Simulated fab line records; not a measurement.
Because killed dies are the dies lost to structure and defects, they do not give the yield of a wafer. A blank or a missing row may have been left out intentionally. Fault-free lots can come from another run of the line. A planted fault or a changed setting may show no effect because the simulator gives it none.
Problem report, 8D (eight disciplines) form, completed by code | flow sky130 | the parts of the form that need people (team, actions taken, sign-off) are left out

## 1. WHAT IS WRONG
run_length_s at SKY_METAL2_SOFTBAKE_11 reads a mean of 99.24 s on 2 wafers of 1 lot; wafers without a fault read 119.14 s with a standard deviation of 0.19. So: -99 or more standard deviations from the usual mean.
The step: time 90 s.
Earliest sighting: wafer L873.2 on litho_track-03 at day 39 20:00. Wafers with a number at this step in the record: 36, from 12 lots. By rule, "out" or "out of limits" means more than 4 standard deviations away from the usual mean. The other wafers with a number count as sound.

## 2. WHAT IT IS, AND WHAT IT ISN'T
question                    | is                                 | is not
which readings at this step | run_length_s, heater_power_total_W | -
which lots                  | L873                               | L857, L859, L860, L861, L863, L864, L866, L868, L876, L877, L880
which wafers of those lots  | L873.2, L873.6                     | L873.4
read on which tools         | litho_track-03                     | litho_track-01, litho_track-04
when                        | from day 39 20:00                  | up to then (25 sound wafers); but 9 sound wafers of L876, L877, L880 came after

## 3. THE SUSPECTS, EACH WITH WHAT RULES IT OUT
Counting: any tool at a process step up to the reading remains a suspect provided it ran every lot that is out. Sound lots after the first of them don't rule it out here, since some wafers of a struck lot are sound.
- pvd_sputter-03 at SKY_METAL1_SPUTTER_00 (material Ti, target thk 15 nm, time 10 s): kept. The lot that is out, L873, ran on it at day 37 01:07; the last sound lot it ran before that was L866, at day 34 15:23.
- rie_diel-01 at SKY_VIA1_ETCH_14 (etches BARC in N2/H2, stops on SiO2, time 45.9 s, target depth 60 nm): kept. The lot that is out, L873, ran on it at day 39 05:23; the last sound lot it ran before that was L863, at day 36 03:13.
- pvd_sputter-02 at SKY_METAL2_SPUTTER_01 (material TiN, target thk 20 nm, time 16.7 s): kept. The lot that is out, L873, ran on it at day 39 08:11; the last sound lot it ran before that was L857, at day 34 00:19.
- litho_track-03 at SKY_METAL2_SOFTBAKE_11 (time 90 s): kept. The lot that is out, L873, ran on it at day 39 20:00; the last sound lot it ran before that was L868, at day 38 08:00. Its own readings are out on those wafers: heater_power_total_W, run_length_s.
- Within rie_diel-01 at SKY_VIA1_ETCH_14: the wafers that are out ran in chambers 1, 2; their sound lot-mates ran in chamber 0.
Left after counting: pvd_sputter-03 at SKY_METAL1_SPUTTER_00, rie_diel-01 at SKY_VIA1_ETCH_14, pvd_sputter-02 at SKY_METAL2_SPUTTER_01, litho_track-03 at SKY_METAL2_SOFTBAKE_11.

## 4. THE CAUSE (what the simulator had put in)
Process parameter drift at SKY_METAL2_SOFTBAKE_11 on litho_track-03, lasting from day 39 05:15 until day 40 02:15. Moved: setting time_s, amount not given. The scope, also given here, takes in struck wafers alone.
After counting, 4 suspects remain, this tool included.

## 5. THE CHAIN OF EFFECTS, in route order
One row per reading whose mean, taken over the struck wafers that have a number, lies over 3 standard deviations from the usual. Only readings whose record carries a usual standard deviation are examined. hours: median over the lots of the time between each lot's start at the first step of this table that gives one and its start at this step. sigmas: the change, counted in usual standard deviations.
hours | step                   | reading              | usual    | on struck wafers | change | sigmas
0     | SKY_METAL2_SOFTBAKE_11 | heater_power_total_W | 57.36 W  | 62.23            | +4.87  | +44
0     | SKY_METAL2_SOFTBAKE_11 | run_length_s         | 119.14 s | 99.24            | -19.90 | -99 or more
It contains these process steps:
- SKY_METAL2_SOFTBAKE_11: time 90 s.

## 6. HOW IT WOULD HAVE BEEN CAUGHT EARLIER
In this record no reading fell out of limits until day 39 20:00, 15 hours after the fault had begun at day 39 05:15.
